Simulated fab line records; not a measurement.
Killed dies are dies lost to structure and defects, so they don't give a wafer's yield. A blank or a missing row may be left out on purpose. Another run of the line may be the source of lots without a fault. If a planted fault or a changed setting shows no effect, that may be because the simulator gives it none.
One fault seen from 2 desks || flow sky130 || each desk has only its own numbers; what lay behind them comes last

METROLOGY DESK
What the gauges read, lot by lot, whatever tool the lot ran on: means of the sampled wafers that have a number. The brackets show how far a lot's mean lies from the usual mean; more than 4 standard deviations puts the lot out of limits, marked OUT.
Columns: A = VIA1_OVL at SKY_VIA1_OVL_MEAS_13, usual 2 nm; B = cd-nm at SKY_METAL2_CD_MEAS_15, usual 139.7 nm
{"lot": "L352", "first seen here": "day 33 19:21", "A": -2, "B": 139.6}
{"lot": "L356", "first seen here": "day 35 12:56", "A": 4, "B": 139.0}
{"lot": "L357", "first seen here": "day 35 23:34", "A": -4, "B": 139.5}
{"lot": "L358", "first seen here": "day 36 01:20", "A": 4, "B": 140.6}
{"lot": "L359", "first seen here": "day 36 05:34", "A": 5, "B": 139.0}
{"lot": "L360", "first seen here": "day 36 17:50", "A": 6, "B": 138.7}
{"lot": "L361", "first seen here": "day 36 21:05", "A": -1, "B": 141.0}
{"lot": "L363", "first seen here": "day 37 20:24", "A": 3, "B": 139.6}
{"lot": "L368", "first seen here": "day 38 21:04", "A": -1, "B": "112.0 (-21) OUT"}
{"lot": "L372", "first seen here": "day 40 08:32", "A": 4, "B": "97.8 (-32) OUT"}
{"lot": "L373", "first seen here": "day 40 10:26", "A": -0, "B": 141.9}
{"lot": "L375", "first seen here": "day 41 03:16", "A": 2, "B": 138.8}
This desk's finding: out of limits on L368, L372; first on L368, day 39 23:39 (cd-nm at SKY_METAL2_CD_MEAS_15). In limits: L352, L356, L357, L358, L359, L360, L361, L363, L373, L375.

DESK OF THE TOOL OWNER: krf-scanner-01
The tool's own readings at SKY_METAL2_EXPOSE_12 (exposes mask MM2, target cd 140 nm): means of the sampled wafers that have a number, for each lot that ran on this tool. The brackets show how far a lot's mean lies from the usual mean; more than 4 standard deviations puts the lot out of limits, marked OUT.
Columns: A = reticle-temp-C at SKY_METAL2_EXPOSE_12, usual 22.99 C
{"lot": "L352", "first seen here": "day 34 10:18", "A": 22.99}
{"lot": "L358", "first seen here": "day 36 16:19", "A": 22.95}
{"lot": "L359", "first seen here": "day 36 20:19", "A": 23.02}
{"lot": "L360", "first seen here": "day 37 08:44", "A": 23.00}
{"lot": "L361", "first seen here": "day 37 12:03", "A": 22.99}
{"lot": "L368", "first seen here": "day 39 11:21", "A": 23.14}
{"lot": "L372", "first seen here": "day 40 22:21", "A": 23.21}
Result from this desk: across the 7 lots, nothing is out of limits.

ALL TOGETHER
L368, L372 would have let the metrology desk raise an alarm at day 39 23:39.
The desk of the tool owner found nothing out of limits.
On record at the tool owner's desk: L368, L372, within its limits.
SKY_METAL2_EXPOSE_12 was run on krf-scanner-01 by each of the lots named.

WHAT WAS PUT IN BY THE SIMULATOR
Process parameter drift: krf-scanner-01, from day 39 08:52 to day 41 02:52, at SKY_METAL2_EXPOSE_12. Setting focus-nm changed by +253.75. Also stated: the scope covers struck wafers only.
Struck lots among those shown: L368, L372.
Time in hours between the start of the fault and the first out-of-limits reading at each desk: metrology desk, 15.
